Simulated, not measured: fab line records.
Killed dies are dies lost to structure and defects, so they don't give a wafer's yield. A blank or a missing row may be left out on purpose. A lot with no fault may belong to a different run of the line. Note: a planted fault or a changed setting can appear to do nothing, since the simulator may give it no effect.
fab line records    flow gf180mcu    part 1 of 2: steps 1 to 24 of 34
[record] lots = 5  wafers = 15  lastDay = 34
route steps=602 shown V5@553 TOP_METAL@567
lots with no fault: from the same line, run without faults
startH: hours from the record's opening day to when the first of the lot's shown wafers began    waitH: hours elapsed since this lot's preceding step    " as in the row above    L1.1+2: one row covering several wafers at once    - no value present, or no start provided    * or withheld: withheld    < > ~ a bound
route shown NAME@n: names a module that has steps shown in the file, with the first one's number in the route    usual: mean/standard deviation taken from wafers without a fault    same: alike in all rows    chamber/n: place in a boat    sites: each site's reading    _std_site: the values' standard deviation    _edge_site: mean of outer sites minus mean of inner sites    radiusMm: for every site, how far away it sits from the centre of the wafer    mask NAME#n: copy n    behind: tool/chamber where the wafer was last shaped    hold: why the lot was held/for how many hours/how that ended    device: whichever transistor did not switch (one of n, p or np)    end of line: tests run on the same wafers once the route is complete    a step without rows: its recipe alone    killed: dies lost to structure and defects at the first sort, not the wafer's yield    map: dies across one wafer; x = killed, . = not, _ = none there
set.NAME: the run value of the setting; set.NAME@STEP: its run value at that earlier step    model.NAME: the simulator's own value behind a step, which no gauge read
lots at selected steps of the route; one table per step, one row per wafer
services: a tool's chamber out of use, with start hour (startH, from the record's first day; less than 0 if before it), hours out, and reason
[[steps]]
[step GF_V5_DEVELOP_13]
[recipe] developTimeS = 60  resist = KrF  devTempC = 21
lot.wafer   tool           chamber  startH  waitH
L081.3+4+5  lithoTrack-01  0        679.93  0.1
L085.1+2+3  lithoTrack-02  0        715.02  0.2
L088.3+4+6  lithoTrack-04  0        729.07  0.1
L092.2+4+6  lithoTrack-02  0        755.54  0.2
L095.2+3+6  lithoTrack-01  0        773.71  0.2
[step GF_V5_CD_MEAS_14]
[recipe] targetCdNm = 260
[usual] cdNm = 260.0/1.1
lot.wafer  tool      chamber  startH  waitH  cdNm
L081.3     cdSem-02  -        680.10  0.1    260.9
L081.4     "         -        "       "      260.5
L081.5     "         -        "       "      260.7
L085.1     cdSem-01  -        715.17  0.1    257.6
L085.2     "         -        "       "      258.1
L085.3     "         -        "       "      257.9
L088.3     cdSem-02  -        729.21  0.1    260.5
L088.4     "         -        "       "      261.5
L088.6     "         -        "       "      260.9
L092.2     cdSem-02  -        755.69  0.1    260.2
L092.4     "         -        "       "      259.0
L092.6     "         -        "       "      259.2
L095.2     cdSem-02  -        773.85  0.1    258.7
L095.3     "         -        "       "      259.2
L095.6     "         -        "       "      260.7
[step GF_V5_OVL_MEAS_15]
[usual] V5_OVL = 0/5.2
lot.wafer  tool        chamber  startH  waitH  V5_OVL[nm]
L081.3     overlay-01  -        680.19  0.1    8
L081.4     "           -        "       "      7
L081.5     "           -        "       "      5
L085.1     overlay-01  -        715.29  0.1    -3
L085.2     "           -        "       "      -4
L085.3     "           -        "       "      -1
L088.3     overlay-02  -        729.30  0.1    10
L088.4     "           -        "       "      6
L088.6     "           -        "       "      1
L092.2     overlay-01  -        755.79  0.1    -6
L092.4     "           -        "       "      -9
L092.6     "           -        "       "      -12
L095.2     overlay-01  -        773.96  0.1    -6
L095.3     "           -        "       "      1
L095.6     "           -        "       "      -5
[step GF_V5_ETCH_16]
[recipe] chemistry = N2/H2  targetDepthA = withheld  overetchA = withheld  timeS = withheld  target = BARC  ionEnergyEv = 200  sourceW = 500  biasW = 100  pressureMtorr = 30  n2FlowSccm = 100  h2FlowSccm = 200
[usual] chamberPressureMTorr = 30.003/0.027  drypumpMotorCurrentA = 5.8/0.42  oesProductAu = 0.854/0.005  throttleValvePct = 13.225/0.0085
lot.wafer  tool        chamber  startH  waitH  chamberPressureMTorr  drypumpMotorCurrentA  oesProductAu  throttleValvePct
L081.3     rieDiel-04  1        680.22  0.0    29.968                6.1                   0.859         13.213
L081.4     "           0        "       "      29.991                6.2                   0.851         13.226
L081.5     "           2        "       "      30.036                5.5                   0.861         13.224
L085.1     rieDiel-01  1        715.32  0.0    30.054                6.7                   0.849         13.222
L085.2     "           0        "       "      29.985                5.0                   0.858         13.227
L085.3     "           2        "       "      30.008                5.8                   0.846         13.243
L088.3     rieDiel-01  0        729.33  0.0    29.966                5.0                   0.857         13.222
L088.4     "           2        "       "      30.008                5.8                   0.853         13.213
L088.6     "           0        "       "      30.030                5.0                   0.858         13.220
L092.2     rieDiel-04  2        755.82  0.0    29.998                5.5                   0.856         13.216
L092.4     "           1        "       "      29.968                6.1                   0.849         13.233
L092.6     "           3        "       "      29.965                5.7                   0.858         13.212
L095.2     rieDiel-01  2        773.99  0.0    30.037                5.8                   0.853         13.236
L095.3     "           1        "       "      30.029                6.7                   0.854         13.240
L095.6     "           2        "       "      30.010                5.8                   0.860         13.206
[step GF_V5_ETCH_17]
[recipe] chemistry = C4F8/O2/Ar  maskMaterial = KrF  target = SiO2  stopOn = TiN  sourceW = 1500  biasW = 1200  pressureMtorr = 40  c4f8FlowSccm = withheld  O2_flow_sccm = 6  Ar_flow_sccm = 300  timeS = withheld  targetDepthA = 8550
[usual] chamberPressureMTorr = 40.00/0.037  oesProductAu = 0.860/0.0048
lot.wafer  tool        chamber  startH  waitH  chamberPressureMTorr  oesProductAu
L081.3     rieDiel-04  1        -       -      39.94                 0.858
L081.4     "           0        "       "      40.04                 0.851
L081.5     "           2        "       "      40.02                 0.860
L085.1     rieDiel-01  1        -       -      40.03                 0.858
L085.2     "           0        "       "      39.96                 0.863
L085.3     "           2        "       "      39.98                 0.859
L088.3     rieDiel-01  0        -       -      40.03                 0.865
L088.4     "           2        "       "      39.97                 0.855
L088.6     "           0        "       "      40.07                 0.866
L092.2     rieDiel-04  2        -       -      39.94                 0.860
L092.4     "           1        "       "      40.03                 0.858
L092.6     "           3        "       "      40.00                 0.854
L095.2     rieDiel-01  2        -       -      40.05                 0.853
L095.3     "           1        "       "      39.97                 0.863
L095.6     "           2        "       "      39.96                 0.859
[step GF_V5_STRIP_18]
[recipe] chemistry = O2/N2  powerW = 1400  pressureMtorr = 1500  platenTempC = 250  o2FlowSccm = 3000  n2FlowSccm = 300  overashFraction = 0.5
[usual] chamberPressureMTorr = 1500.0/1.4  drypumpMotorCurrentA = 5.9/0.58  heaterPowerW = 324/23  oesProductAu = 0.569/0.0052
lot.wafer  tool            chamber  startH  waitH  chamberPressureMTorr  drypumpMotorCurrentA  heaterPowerW  oesProductAu  rfHoursCounterH
L081.3     plasmaAsher-01  1        680.40  -      1502.2                6.6                   317           0.565         -
L081.4     "               0        "       "      1498.8                5.9                   325           0.573         -
L081.5     "               1        "       "      1500.1                6.6                   318           0.574         -
L085.1     plasmaAsher-01  0        715.48  -      1498.8                6.0                   320           0.573         29
L085.2     "               1        "       "      1500.4                6.6                   322           0.568         29
L085.3     "               1        "       "      1498.9                6.6                   316           0.567         -
L088.3     plasmaAsher-03  1        729.51  -      1501.7                5.9                   317           0.569         -
L088.4     "               0        "       "      1501.6                5.0                   319           0.574         -
L088.6     "               0        "       "      1497.8                5.0                   315           0.577         -
L092.2     plasmaAsher-03  0        755.98  -      1496.7                5.0                   322           0.567         96
L092.4     "               1        "       "      1500.9                5.9                   316           0.568         -
L092.6     "               0        "       "      1500.7                5.0                   318           0.580         -
L095.2     plasmaAsher-01  0        774.14  -      1499.0                5.9                   317           0.559         36
L095.3     "               1        "       "      1498.7                6.6                   313           0.568         -
L095.6     "               0        "       "      1497.5                5.9                   314           0.572         -
[step GF_V5_STRIP_19]
[recipe] chemistry = postEtchResidueRemover  timeS = 1200  tempC = 72.5
[same] timeS = 1200
lot.wafer   tool         chamber  startH  waitH
L081.3+4+5  wetBench-03  2        680.47  0.0
L085.1+2+3  wetBench-01  2        715.58  0.1
L088.3+4+6  wetBench-03  3        729.58  0.0
L092.2+4+6  wetBench-03  2        756.08  0.1
L095.2+3+6  wetBench-03  2        774.24  0.1
[step GF_V5_CLEAN_20]
[recipe] chemistry = DIW  dry = n2Spin
lot.wafer   tool         chamber  startH  waitH
L081.3+4+5  wetBench-01  3        680.84  0.0
L085.1+2+3  wetBench-03  1        715.92  0.0
L088.3+4+6  wetBench-04  0        729.92  0.0
L092.2+4+6  wetBench-01  2        756.42  0.0
L095.2+3+6  wetBench-01  3        774.58  0.0
[step GF_V5_SPUTTER_21]
[recipe] material = Ti  targetThkNm = 15  chamberPressurePa = 5  powerW = 2500  substrateTempC = 200  timeS = 80.02
[usual] chamberPressurePa = 4.999/0.01  throttleValvePct = 29.8/0.78
[same] timeS = 80.02
lot.wafer  tool           chamber  startH  waitH  chamberPressurePa  throttleValvePct
L081.3     pvdSputter-03  -        680.93  0.0    4.978              29.9
L081.4     "              -        "       "      5.002              29.3
L081.5     "              -        "       "      5.004              30.4
L085.1     pvdSputter-04  -        716.01  0.0    4.994              31.0
L085.2     "              -        "       "      4.978              31.4
L085.3     "              -        "       "      4.978              29.0
L088.3     pvdSputter-03  -        730.02  0.0    4.997              29.2
L088.4     "              -        "       "      4.981              30.1
L088.6     "              -        "       "      4.980              29.2
L092.2     pvdSputter-03  -        756.51  0.0    5.012              29.8
L092.4     "              -        "       "      5.015              29.5
L092.6     "              -        "       "      4.991              30.2
L095.2     pvdSputter-04  -        774.67  0.0    4.990              28.0
L095.3     "              -        "       "      4.998              29.3
L095.6     "              -        "       "      4.996              31.0
[step GF_V5_SPUTTER_22]
[recipe] material = TiN  targetThkNm = 10  chamberPressurePa = 5  powerW = 4000  timeS = 40
[usual] chamberPressurePa = 5.002/0.0097  throttleValvePct = 29.8/0.77
[same] timeS = 40
lot.wafer  tool           chamber  startH  waitH  chamberPressurePa  throttleValvePct
L081.3     pvdSputter-03  -        681.00  0.0    5.016              29.8
L081.4     "              -        "       "      4.995              29.2
L081.5     "              -        "       "      5.009              30.1
L085.1     pvdSputter-04  -        716.07  0.0    5.012              30.7
L085.2     "              -        "       "      5.009              31.0
L085.3     "              -        "       "      5.003              29.1
L088.3     pvdSputter-03  -        730.08  0.0    4.995              29.5
L088.4     "              -        "       "      5.011              30.6
L088.6     "              -        "       "      4.997              29.3
L092.2     pvdSputter-03  -        756.57  0.0    5.007              29.9
L092.4     "              -        "       "      4.997              29.2
L092.6     "              -        "       "      5.011              30.4
L095.2     pvdSputter-04  -        774.74  0.0    5.031              28.3
L095.3     "              -        "       "      4.991              29.0
L095.6     "              -        "       "      5.014              31.1
[step GF_V5_CVD_23]
[recipe] material = W  targetThkNm = 350  timeS = 104.9  tempC = 400  pressureTorr = 40
[usual] heaterPowerOuterW = 494/65  heaterPowerW = 789/74
[same] timeS = 104.9
lot.wafer  tool     chamber  startH  waitH  heaterPowerOuterW  heaterPowerW
L081.3     cvdW-02  1        681.07  0.1    487                787
L081.4     "        0        "       "      610                928
L081.5     "        1        "       "      491                798
L085.1     cvdW-01  1        716.11  0.0    457                752
L085.2     "        0        "       "      454                731
L085.3     "        1        "       "      454                737
L088.3     cvdW-02  0        730.16  0.1    615                925
L088.4     "        1        "       "      480                779
L088.6     "        0        "       "      606                934
L092.2     cvdW-01  1        756.61  0.0    449                726
L092.4     "        0        "       "      448                737
L092.6     "        1        "       "      442                755
L095.2     cvdW-01  1        774.77  0.0    445                730
L095.3     "        1        "       "      448                737
L095.6     "        1        "       "      452                756
[step GF_V5_RS_MEAS_24]
[recipe] thkMeasGauge = four-point-probe  reads = W_of_V5_CVD_23+TiN_of_V5_SPUTTER_22+Ti_of_V5_SPUTTER_21
[usual] V5_W_RS = 0.330/0.0033
lot.wafer  tool          chamber  startH  waitH  V5_W_RS[ohm/sq]
L081.3     filmMetro-03  -        681.19  0.1    0.327
L081.4     "             -        "       "      0.332
L081.5     "             -        "       "      0.328
L085.1     filmMetro-04  -        716.22  0.1    0.329
L085.2     "             -        "       "      0.338
L085.3     "             -        "       "      0.332
L088.3     filmMetro-04  -        730.27  0.1    0.334
L088.4     "             -        "       "      0.334
L088.6     "             -        "       "      0.335
L092.2     filmMetro-03  -        756.74  0.1    0.331
L092.4     "             -        "       "      0.331
L092.6     "             -        "       "      0.330
L095.2     filmMetro-03  -        774.91  0.1    0.331
L095.3     "             -        "       "      0.327
L095.6     "             -        "       "      0.329
[step GF_V5_THK_MEAS_25]
[recipe] thkMeasGauge = xrf  reads = W_of_V5_CVD_23
[usual] V5_W_THK = 350/6.4
lot.wafer  tool          chamber  startH  waitH  V5_W_THK[nm]
L081.3     filmMetro-03  -        681.29  0.1    352
L081.4     "             -        "       "      348
L081.5     "             -        "       "      351
L085.1     filmMetro-04  -        716.34  0.1    342
L085.2     "             -        "       "      333
L085.3     "             -        "       "      339
L088.3     filmMetro-04  -        730.37  0.1    340
L088.4     "             -        "       "      340
L088.6     "             -        "       "      336
L092.2     filmMetro-03  -        756.85  0.1    342
L092.4     "             -        "       "      346
L092.6     "             -        "       "      346
L095.2     filmMetro-03  -        775.02  0.1    349
L095.3     "             -        "       "      350
L095.6     "             -        "       "      350
[step GF_V5_CMP_26]
[recipe] stopOn = SiO2  downForcePsi = 3.5  platenRpm = 60  tOverpolishS = 15  targetThkNm = 0  padVelocityMS = 0.94248
[usual] motorCurrentA = 10.7/0.82  overpolishRunS = 14.999/0.0088  retainingRingPressureFrac = 0.999/0.005  slurryFlowMlMin = 150.0/0.46  timeToEndpointS = 84.8/2.9
lot.wafer  tool    chamber  startH  waitH  motorCurrentA  overpolishRunS  retainingRingPressureFrac  slurryFlowMlMin  timeToEndpointS
L081.4     cmp-01  0        681.39  0.1    10.3           14.998          1.000                      149.8            82.8
L081.3     "       3        "       "      9.1            14.991          1.007                      149.5            85.6
L081.5     "       0        "       "      10.6           14.993          1.003                      149.7            81.3
L085.1     cmp-02  0        716.40  0.1    10.8           15.000          1.002                      150.1            87.1
L085.3     "       1        "       "      11.8           15.021          0.998                      149.7            83.0
L085.2     "       3        "       "      11.6           14.986          0.997                      150.2            83.0
L088.4     cmp-02  3        730.51  0.1    11.5           15.004          1.002                      149.9            81.4
L088.3     "       0        "       "      10.8           14.998          0.995                      150.2            84.4
L088.6     "       1        "       "      11.8           14.994          0.995                      149.9            80.0
L092.4     cmp-02  0        756.95  0.1    11.0           14.995          0.988                      150.6            88.0
L092.2     "       2        "       "      9.6            15.005          0.997                      150.8            84.9
L092.6     "       0        "       "      10.1           15.004          0.997                      150.5            86.3
L095.2     cmp-02  0        775.17  0.1    10.6           14.988          0.997                      150.4            82.9
L095.3     "       1        "       "      12.7           14.998          1.000                      150.2            85.6
L095.6     "       3        "       "      11.0           14.995          0.994                      148.9            86.0
[step GF_TOP_METAL_SPUTTER_00]
[recipe] material = Ti  targetThkNm = 37.5  arrivingIonEnergyEv = 80  substrateTempC = 200  chamberPressurePa = 2  powerW = 4000  timeS = 150
[usual] chamberPressurePa = 2.000/0.0041  throttleValvePct = 29.7/0.82
[same] timeS = 150
lot.wafer  tool           chamber  startH  waitH  chamberPressurePa  throttleValvePct
L081.3     pvdSputter-04  -        681.69  0.1    1.999              28.2
L081.4     "              -        "       "      1.998              28.4
L081.5     "              -        "       "      1.997              28.6
L085.1     pvdSputter-02  -        716.70  0.2    2.003              31.1
L085.2     "              -        "       "      1.999              29.5
L085.3     "              -        "       "      2.003              29.4
L088.3     pvdSputter-01  -        730.71  0.1    2.001              29.7
L088.4     "              -        "       "      1.999              29.9
L088.6     "              -        "       "      1.997              29.1
L092.2     pvdSputter-02  -        757.20  0.1    2.000              29.4
L092.4     "              -        "       "      1.998              29.1
L092.6     "              -        "       "      2.006              29.3
L095.2     pvdSputter-02  -        775.37  0.1    1.994              29.1
L095.3     "              -        "       "      2.005              31.0
L095.6     "              -        "       "      2.003              30.3
[step GF_TOP_METAL_SPUTTER_01]
[recipe] material = TiN  targetThkNm = 30  powerW = 6500  timeS = 25  chamberPressurePa = 0.4
[usual] chamberPressurePa = 0.4000/0.00075  throttleValvePct = 29.8/0.8
[same] timeS = 25
lot.wafer  tool           chamber  startH  waitH  chamberPressurePa  throttleValvePct
L081.3     pvdSputter-04  -        681.79  0.1    0.4000             28.2
L081.4     "              -        "       "      0.3984             28.3
L081.5     "              -        "       "      0.3992             29.2
L085.1     pvdSputter-02  -        716.80  0.1    0.3985             30.9
L085.2     "              -        "       "      0.4004             29.5
L085.3     "              -        "       "      0.3997             29.3
L088.3     pvdSputter-01  -        730.82  0.1    0.3999             29.8
L088.4     "              -        "       "      0.4009             30.1
L088.6     "              -        "       "      0.4015             29.2
L092.2     pvdSputter-02  -        757.30  0.1    0.3996             29.4
L092.4     "              -        "       "      0.3990             29.5
L092.6     "              -        "       "      0.4000             29.0
L095.2     pvdSputter-02  -        775.47  0.1    0.4002             29.1
L095.3     "              -        "       "      0.3996             31.1
L095.6     "              -        "       "      0.4008             30.4
[step GF_TOP_METAL_SPUTTER_02]
[recipe] material = AlCu  targetThkNm = 900  powerW = 10600  chamberPressurePa = 0.3  substrateTempC = 250  gas = Ar  timeS = 47.82
[usual] chamberPressurePa = 0.3000/0.00066  throttleValvePct = 29.8/0.8
[same] timeS = 47.82
lot.wafer  tool           chamber  startH  waitH  chamberPressurePa  throttleValvePct
L081.3     pvdSputter-04  -        681.82  0.0    0.2994             28.3
L081.4     "              -        "       "      0.3003             28.1
L081.5     "              -        "       "      0.3000             29.1
L085.1     pvdSputter-02  -        716.83  0.0    0.2991             31.3
L085.2     "              -        "       "      0.3001             29.3
L085.3     "              -        "       "      0.3014             29.3
L088.3     pvdSputter-01  -        730.86  0.0    0.2996             30.0
L088.4     "              -        "       "      0.2999             30.1
L088.6     "              -        "       "      0.3001             29.1
L092.2     pvdSputter-02  -        757.33  0.0    0.2996             29.4
L092.4     "              -        "       "      0.3001             29.5
L092.6     "              -        "       "      0.3001             29.2
L095.2     pvdSputter-02  -        775.50  0.0    0.3001             29.2
L095.3     "              -        "       "      0.3006             31.4
L095.6     "              -        "       "      0.2985             30.4
[step GF_TOP_METAL_SPUTTER_03]
[recipe] material = Ti  targetThkNm = 5  substrateTempC = 300  chamberPressurePa = 0.3  powerW = 3000  timeS = 3.3
[usual] chamberPressurePa = 0.3000/0.00059  throttleValvePct = 29.7/0.81
[same] timeS = 3.3
lot.wafer  tool           chamber  startH  waitH  chamberPressurePa  throttleValvePct
L081.3     pvdSputter-04  -        681.86  0.0    0.3004             28.2
L081.4     "              -        "       "      0.3001             28.0
L081.5     "              -        "       "      0.2996             29.1
L085.1     pvdSputter-02  -        716.88  0.0    0.3013             30.9
L085.2     "              -        "       "      0.3001             28.9
L085.3     "              -        "       "      0.3002             29.3
L088.3     pvdSputter-01  -        730.90  0.0    0.3000             29.8
L088.4     "              -        "       "      0.3000             30.0
L088.6     "              -        "       "      0.2997             28.8
L092.2     pvdSputter-02  -        757.38  0.0    0.3008             29.2
L092.4     "              -        "       "      0.3013             29.5
L092.6     "              -        "       "      0.3003             29.1
L095.2     pvdSputter-02  -        775.54  0.0    0.3011             29.2
L095.3     "              -        "       "      0.2991             31.2
L095.6     "              -        "       "      0.2995             30.6
[step GF_TOP_METAL_SPUTTER_04]
[recipe] material = TiN  targetThkNm = 25  powerW = 6500  timeS = 20.8  chamberPressurePa = 0.4
[usual] chamberPressurePa = 0.4000/0.00077  throttleValvePct = 29.7/0.8
[same] timeS = 20.8
lot.wafer  tool           chamber  startH  waitH  chamberPressurePa  throttleValvePct
L081.3     pvdSputter-04  -        681.88  0.0    0.3995             28.2
L081.4     "              -        "       "      0.3991             28.2
L081.5     "              -        "       "      0.4001             29.2
L085.1     pvdSputter-02  -        716.90  0.0    0.3995             30.8
L085.2     "              -        "       "      0.3993             29.3
L085.3     "              -        "       "      0.3985             29.3
L088.3     pvdSputter-01  -        730.92  0.0    0.4002             29.9
L088.4     "              -        "       "      0.4003             29.8
L088.6     "              -        "       "      0.3996             28.6
L092.2     pvdSputter-02  -        757.40  0.0    0.4007             29.1
L092.4     "              -        "       "      0.4000             29.3
L092.6     "              -        "       "      0.3998             29.3
L095.2     pvdSputter-02  -        775.56  0.0    0.4015             29.0
L095.3     "              -        "       "      0.3992             30.7
L095.6     "              -        "       "      0.3993             30.0
[step GF_TOP_METAL_RS_MEAS_05]
[recipe] thkMeasGauge = four-point-probe  reads = TiN_of_TOP_METAL_SPUTTER_04+Ti_of_TOP_METAL_SPUTTER_03+AlCu_of_TOP_METAL_SPUTTER_02+TiN_of_TOP_METAL_SPUTTER_01+Ti_of_TOP_METAL_SPUTTER_00
[usual] TOP_METAL_ALCU_RS = 0.0330/0.00033
lot.wafer  tool          chamber  startH  waitH  TOP_METAL_ALCU_RS[ohm/sq]
L081.3     filmMetro-01  -        681.95  0.1    0.0326
L081.4     "             -        "       "      0.0327
L081.5     "             -        "       "      0.0327
L085.1     filmMetro-04  -        716.92  0.0    0.0329
L085.2     "             -        "       "      0.0334
L085.3     "             -        "       "      0.0330
L088.3     filmMetro-03  -        730.99  0.1    0.0324
L088.4     "             -        "       "      0.0327
L088.6     "             -        "       "      0.0328
L092.2     filmMetro-04  -        757.44  0.0    0.0337
L092.4     "             -        "       "      0.0335
L092.6     "             -        "       "      0.0329
L095.2     filmMetro-04  -        775.61  0.0    0.0333
L095.3     "             -        "       "      0.0336
L095.6     "             -        "       "      0.0337
[step GF_TOP_METAL_THK_MEAS_06]
[recipe] thkMeasGauge = xrf  reads = AlCu_of_TOP_METAL_SPUTTER_02
[usual] TOP_METAL_ALCU_THK = 881/9.9
lot.wafer  tool          chamber  startH  waitH  TOP_METAL_ALCU_THK[nm]
L081.3     filmMetro-01  -        682.05  0.1    895
L081.4     "             -        "       "      894
L081.5     "             -        "       "      889
L085.1     filmMetro-04  -        717.04  0.1    888
L085.2     "             -        "       "      872
L085.3     "             -        "       "      884
L088.3     filmMetro-03  -        731.09  0.1    895
L088.4     "             -        "       "      888
L088.6     "             -        "       "      886
L092.2     filmMetro-04  -        757.55  0.1    864
L092.4     "             -        "       "      867
L092.6     "             -        "       "      889
L095.2     filmMetro-04  -        775.72  0.1    881
L095.3     "             -        "       "      869
L095.6     "             -        "       "      871
[step GF_TOP_METAL_DEHYDRATE_07]
[recipe] tempC = 200  timeS = 60
[same] timeS = 60
lot.wafer   tool           chamber  startH  waitH
L081.3+4+5  lithoTrack-03  0        690.24  8.2
L085.1+2+3  lithoTrack-01  0        724.98  7.9
L088.3+4+6  lithoTrack-01  0        738.88  7.8
L092.2+4+6  lithoTrack-02  0        764.69  7.1
L095.2+3+6  lithoTrack-01  0        782.71  7.0
[step GF_TOP_METAL_HMDS_08]
[recipe] primeTimeS = 60  primeTempC = 120
lot.wafer   tool           chamber  startH  waitH
L081.3+4+5  lithoTrack-03  0        690.39  0.1
L085.1+2+3  lithoTrack-01  0        725.13  0.1
L088.3+4+6  lithoTrack-01  0        739.03  0.1
L092.2+4+6  lithoTrack-02  0        764.84  0.1
L095.2+3+6  lithoTrack-01  0        782.86  0.1
[step GF_TOP_METAL_COAT_09]
[recipe] resist = NOVOLAK  spinRpm = 3000  resistThkNm = 1500
lot.wafer   tool           chamber  startH  waitH
L081.3+4+5  lithoTrack-03  0        690.54  0.1
L085.1+2+3  lithoTrack-01  0        725.28  0.1
L088.3+4+6  lithoTrack-01  0        739.18  0.1
L092.2+4+6  lithoTrack-02  0        764.99  0.1
L095.2+3+6  lithoTrack-01  0        783.01  0.1
